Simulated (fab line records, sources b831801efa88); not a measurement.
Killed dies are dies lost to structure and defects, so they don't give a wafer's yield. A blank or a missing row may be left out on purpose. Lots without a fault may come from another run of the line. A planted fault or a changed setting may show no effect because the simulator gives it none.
Tool commonality check | flow gf180mcu | 12 lots, 36 wafers sampled

WHY IT WAS OPENED
At GF_HV_LDD_TW_MEAS_38 the reading HV_LDD_3_TW is flagged on 1 of 12 lots. Wafers without a fault read 1438, standard deviation 8.
Rule: a lot is flagged when every wafer of it that has a number lies more than 4 standard deviations from that mean, or none has a number. The other lots count as sound.

lot  | measured     | on            | HV_LDD_3_TW, wafer by wafer | flag
L444 | day 11 14:39 | film_metro-04 | 1456 1447 1450              |
L448 | day 13 06:25 | film_metro-04 | 1445 1445 1447              |
L449 | day 13 17:44 | film_metro-01 | 1428 1436 1426              |
L450 | day 13 22:44 | film_metro-04 | 1448 1450 1444              |
L451 | day 14 01:24 | film_metro-03 | 1448 1447 1444              |
L453 | day 14 15:46 | film_metro-01 | 1433 1437 1437              |
L454 | day 15 05:01 | film_metro-01 | 1428 1426 1427              |
L461 | day 17 07:19 | film_metro-04 | 30 30 30                    | FLAGGED
L463 | day 17 23:41 | film_metro-01 | 1435 1432 1423              |
L464 | day 18 06:13 | film_metro-01 | 1440 1438 1445              |
L465 | day 18 18:30 | film_metro-01 | 1438 1435 1432              |
L467 | day 19 07:43 | film_metro-04 | 1430 1439 1437              |
The numbers of the flagged lots are 30 on average: -1408 against the usual, or -99 or more standard deviations.

WHICH TOOL RAN EACH LOT
The record holds 1 process step before the reading, out of a route of 602 steps. In each cell: the tool, then ch and the chambers that the sampled wafers went through, then the start.
lot  | flag    | GF_HV_LDD_EXPOSE_28
L444 |         | iline_stepper-02 ch 0, day 11 04:08
L448 |         | iline_stepper-01 ch 0, day 12 19:32
L449 |         | iline_stepper-01 ch 0, day 13 07:26
L450 |         | iline_stepper-02 ch 0, day 13 11:58
L451 |         | iline_stepper-02 ch 0, day 13 14:12
L453 |         | iline_stepper-01 ch 0, day 14 04:49
L454 |         | iline_stepper-01 ch 0, day 14 17:28
L461 | FLAGGED | iline_stepper-01 ch 0, day 16 19:12
L463 |         | iline_stepper-02 ch 0, day 17 11:31
L464 |         | iline_stepper-02 ch 0, day 17 17:32
L465 |         | iline_stepper-01 ch 0, day 18 05:55
L467 |         | iline_stepper-01 ch 0, day 18 18:48
What these steps do:
- GF_HV_LDD_EXPOSE_28: exposes mask Nplus HV AREA, target cd 400 nm.
- GF_HV_LDD_TW_MEAS_38

FLAGGED OVER TOTAL, TOOL BY TOOL (the gauges that took the reading come last)
step                 | tool             | lots run | flagged | share of the flagged lots | sound lots run after its first flagged lot
GF_HV_LDD_EXPOSE_28  | iline_stepper-01 | 7        | 1       | all                       | 2 (L465,L467)
GF_HV_LDD_EXPOSE_28  | iline_stepper-02 | 5        | 0       | none                      | -
GF_HV_LDD_TW_MEAS_38 | film_metro-01    | 6        | 0       | none                      | -
GF_HV_LDD_TW_MEAS_38 | film_metro-03    | 1        | 0       | none                      | -
GF_HV_LDD_TW_MEAS_38 | film_metro-04    | 5        | 1       | all                       | 1 (L467)

WHAT THE TABLE ALLOWS
2 rows of the table ran every flagged lot: iline_stepper-01 at GF_HV_LDD_EXPOSE_28, film_metro-04 at GF_HV_LDD_TW_MEAS_38.
- iline_stepper-01 at GF_HV_LDD_EXPOSE_28: 1 of its 7 lots flagged. Sound lots ran on it after the first flagged one (L465, L467), which a lasting fault on the whole tool wouldn't allow.
- film_metro-04 at GF_HV_LDD_TW_MEAS_38: 1 of its 5 lots flagged. Sound lots ran on it after the first flagged one (L467), which a lasting fault on the whole tool wouldn't allow.
No row of the table ran every flagged lot and no sound lot after the first.

WHAT THE SIMULATOR HAD PUT IN
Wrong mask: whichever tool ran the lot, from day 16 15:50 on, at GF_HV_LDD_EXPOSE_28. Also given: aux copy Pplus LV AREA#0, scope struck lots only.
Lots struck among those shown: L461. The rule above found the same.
